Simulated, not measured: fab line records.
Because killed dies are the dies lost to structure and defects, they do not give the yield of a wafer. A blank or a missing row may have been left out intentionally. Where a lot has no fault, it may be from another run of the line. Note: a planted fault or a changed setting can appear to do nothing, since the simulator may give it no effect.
Check of tool commonality	flow gf180mcu	13 lots and 39 wafers in the sample

WHAT PROMPTED THE OPENING
GF_DUAL_GATE_THK_MEAS_03, reading DUAL_GATE_OXIDATION_00_THK: flagged on 3 of 13 lots. Fault-free wafers read 10.98 nm, with a standard deviation of 0.2.
Rule: a lot is flagged in two cases, either no wafer of it has a number, or all its wafers with numbers fall more than 4 standard deviations from that mean. The other lots count as sound.

lot	measured	on	DUAL_GATE_OXIDATION_00_THK (nm), wafer by wafer	flag
L321	day 8 05:41	film-metro-03	11.11 10.93 10.97	
L322	day 8 16:35	film-metro-02	17.64 17.75 17.47	FLAGGED
L323	day 8 21:17	film-metro-01	18.14 18.36 18.30	FLAGGED
L326	day 9 19:22	film-metro-02	11.20 11.43 11.31	
L328	day 10 06:12	film-metro-03	18.16 17.95 18.07	FLAGGED
L332	day 11 12:58	film-metro-02	10.67 10.79 10.72	
L334	day 11 20:49	film-metro-02	10.96 11.11 10.92	
L335	day 12 03:30	film-metro-02	11.12 11.05 10.96	
L336	day 12 12:07	film-metro-03	11.11 11.17 10.92	
L338	day 13 07:37	film-metro-01	11.23 11.18 11.09	
L339	day 13 07:44	film-metro-01	10.68 11.03 10.79	
L341	day 13 21:19	film-metro-01	10.93 10.95 11.02	
L342	day 14 08:13	film-metro-01	11.03 10.97 10.82	
The numbers of the flagged lots are 17.98 nm on average: +7.00 nm against the usual, or +35 standard deviations.

EACH LOT AND THE TOOL IT RAN ON
The record holds 1 process step before the reading, out of a route of 602 steps. Every cell lists first the tool, next ch and the chambers used by the sampled wafers, and last the start.
lot	flag	GF_DUAL_GATE_OXIDATION_02
L321		furnace-01 ch 0, day 8 04:14
L322	FLAGGED	furnace-02 ch 0, day 8 13:31 and furnace-01 ch 0, day 8 15:08
L323	FLAGGED	furnace-02 ch 0, day 8 17:14
L326		furnace-02 ch 0, day 9 17:56
L328	FLAGGED	furnace-02 ch 0, day 10 02:32 and furnace-01 ch 0, day 10 04:45
L332		furnace-01 ch 0, day 11 11:31
L334		furnace-01 ch 0, day 11 19:22
L335		furnace-02 ch 0, day 12 02:03
L336		furnace-02 ch 0, day 12 10:40
L338		furnace-01 ch 0, day 13 06:10
L339		furnace-02 ch 0, day 13 06:17
L341		furnace-02 ch 0, day 13 19:52
L342		furnace-01 ch 0, day 14 06:46
What is done by these steps:
- GF_DUAL_GATE_OXIDATION_02: stabilise 600 s, purge 300 s, target thk 10.887 nm.
- GF_DUAL_GATE_THK_MEAS_03

FLAGGED OVER TOTAL, TOOL BY TOOL (the gauges that took the reading come last)
step	tool	lots run	flagged	share of the flagged lots	sound lots run after its first flagged lot
GF_DUAL_GATE_OXIDATION_02	furnace-01	7	2	some	4 (L332,L334,L338,L342)
GF_DUAL_GATE_OXIDATION_02	furnace-02	8	3	all	5 (L326,L335,L336,L339,L341)
GF_DUAL_GATE_THK_MEAS_03	film-metro-01	5	1	some	4 (L338,L339,L341,L342)
GF_DUAL_GATE_THK_MEAS_03	film-metro-02	5	1	some	4 (L326,L332,L334,L335)
GF_DUAL_GATE_THK_MEAS_03	film-metro-03	3	1	some	1 (L336)

WHAT THE TABLE PERMITS
In the table, 1 row covers all flagged lots: furnace-02 at GF_DUAL_GATE_OXIDATION_02.
- furnace-02 at GF_DUAL_GATE_OXIDATION_02 ran 8 lots, 3 of them flagged. Sound lots ran on it after the first flagged one (L326, L335, L336, L339, L341), which a lasting fault on the whole tool wouldn't allow.
None of the table's rows ran every flagged lot and, after the first, no sound lot.

WHAT THE SIMULATOR HAD INSERTED
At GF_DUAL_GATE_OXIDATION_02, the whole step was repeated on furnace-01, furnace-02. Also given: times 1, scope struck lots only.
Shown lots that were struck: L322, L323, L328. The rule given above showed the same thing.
